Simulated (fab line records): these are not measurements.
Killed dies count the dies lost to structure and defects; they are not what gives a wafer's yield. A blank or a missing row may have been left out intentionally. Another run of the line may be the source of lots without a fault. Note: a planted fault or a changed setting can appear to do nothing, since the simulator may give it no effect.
A struck lot beside a sound one    flow gf180mcu    17 steps out of a route of 602
Sound: wafers L249.1, L249.4, L249.5. Struck: wafers L258.1, L258.3, L258.5. The cause comes at the end.
For every step that has rows: the tool of each side, followed by ch and its chambers, followed by its first start. Under that, the readings that differ: sound wafers    struck wafers    difference of the means    sigmas: that difference in standard deviations of wafers without a fault.
alike: a reading whose means differ by less than 2 such deviations, as well as words and numbers matching on both sides. not compared: withheld readings; readings where some wafer has no value; bounds like >300 that might hide an equal value; numbers whose values overlap and for which the record gives no deviation.
The two part at a step that has a row with sigmas, a row that says differs or no value, or rows on one side only. When numbers do not overlap yet have no deviation, they are printed without sigmas and do not part them. Lack of a reading on every wafer of one side parts them only where that side has two or more wafers.

first, 3 steps without rows for these wafers: GF_V1_EXPOSE_11 (exposes mask Via1, target cd 260 nm); GF_V1_PEB_12 (peb time 90 s); GF_V1_DEVELOP_13 (develop time 60 s).
GF_V1_CD_MEAS_14: the cd target is 260 nm.
  sound: cdSem-02 at day 19 07:28; struck: cdSem-02 at day 22 13:52
reading    sound              struck             difference  sigmas
cdNm (nm)  261.7 259.6 262.2  258.5 258.2 258.1  -2.9        -2
GF_V1_OVL_MEAS_15:
  sound: overlay-02 at day 19 07:35; struck: overlay-02 at day 22 13:59
  alike: V1_OVL
GF_V1_ETCH_16: etches BARC in N2/H2.
  sound on rieDiel-03 ch 0,3, day 19 07:37; struck on rieDiel-02 ch 1,2,3, day 22 14:01
  alike: drypumpMotorCurrentA, oesProductAu, throttleValvePct
GF_V1_ETCH_17: etches SiO2 in C4F8/O2/Ar, stops on TiN, target depth 630 nm.
  sound: rieDiel-03 ch 0,3; struck: rieDiel-02 ch 1,2,3
  alike: oesProductAu
then, 3 steps without rows for these wafers: GF_V1_STRIP_18 (strips in O2/N2); GF_V1_STRIP_19 (strips in post etch residue remover, time 1200 s); GF_V1_CLEAN_20 (cleans in DIW).
GF_V1_SPUTTER_21: material Ti, target thk 15 nm, time 80.02 s.
  sound: pvdSputter-03 at day 19 08:17; struck: pvdSputter-03 at day 22 14:41
  alike: throttleValvePct
GF_V1_SPUTTER_22: material TiN, target thk 10 nm, time 40 s.
  sound: pvdSputter-03 at day 19 08:21; struck: pvdSputter-03 at day 22 14:44
  alike: throttleValvePct
GF_V1_CVD_23: deposits W, target thk 350 nm, time 105.05 s.
  sound on cvdW-02 ch 0,1, day 19 08:23; struck on cvdW-01 ch 0,1, day 22 14:47
  alike: heaterPowerOuterW, heaterPowerW
GF_V1_RS_MEAS_24: the measuring method here is four-point-probe.
  sound: filmMetro-01 at day 19 08:30; struck: filmMetro-04 at day 22 14:53
reading           sound              struck             difference  sigmas
V1_W_RS (ohm/sq)  0.324 0.312 0.313  0.461 0.471 0.465  +0.149      +24
GF_V1_THK_MEAS_25: measures by xrf.
  sound: filmMetro-01 at day 19 08:37; struck: filmMetro-04 at day 22 15:01
reading        sound        struck       difference  sigmas
V1_W_THK (nm)  333 344 343  263 263 264  -77         -10
GF_V1_CMP_26: polishes, stops on SiO2, t overpolish 15 s, target thk 0 nm.
  sound on cmp-02 ch 1,2,3, day 19 08:44; struck on cmp-02 ch 0,2,3, day 22 15:04
  alike: edgeZonePressureFrac, headPressurePsi, motorCurrentA, overpolishRunS, timeToEndpointS
-- the record jumps here: 10 days lie between the struck wafers' starts before and after (it left off in module V1 and takes up again in module PASSIVATION, whose first step shown is number 602 of the route) --
GF_PASSIVATION_PROBE_99:
  the record has rows for the struck wafers here (prober-02, day 32 12:00) and none for the sound ones

## WHERE THEY PART
At GF_V1_CD_MEAS_14 first; at GF_PASSIVATION_PROBE_99 last (within this record only).

WHY: what the simulator had put in
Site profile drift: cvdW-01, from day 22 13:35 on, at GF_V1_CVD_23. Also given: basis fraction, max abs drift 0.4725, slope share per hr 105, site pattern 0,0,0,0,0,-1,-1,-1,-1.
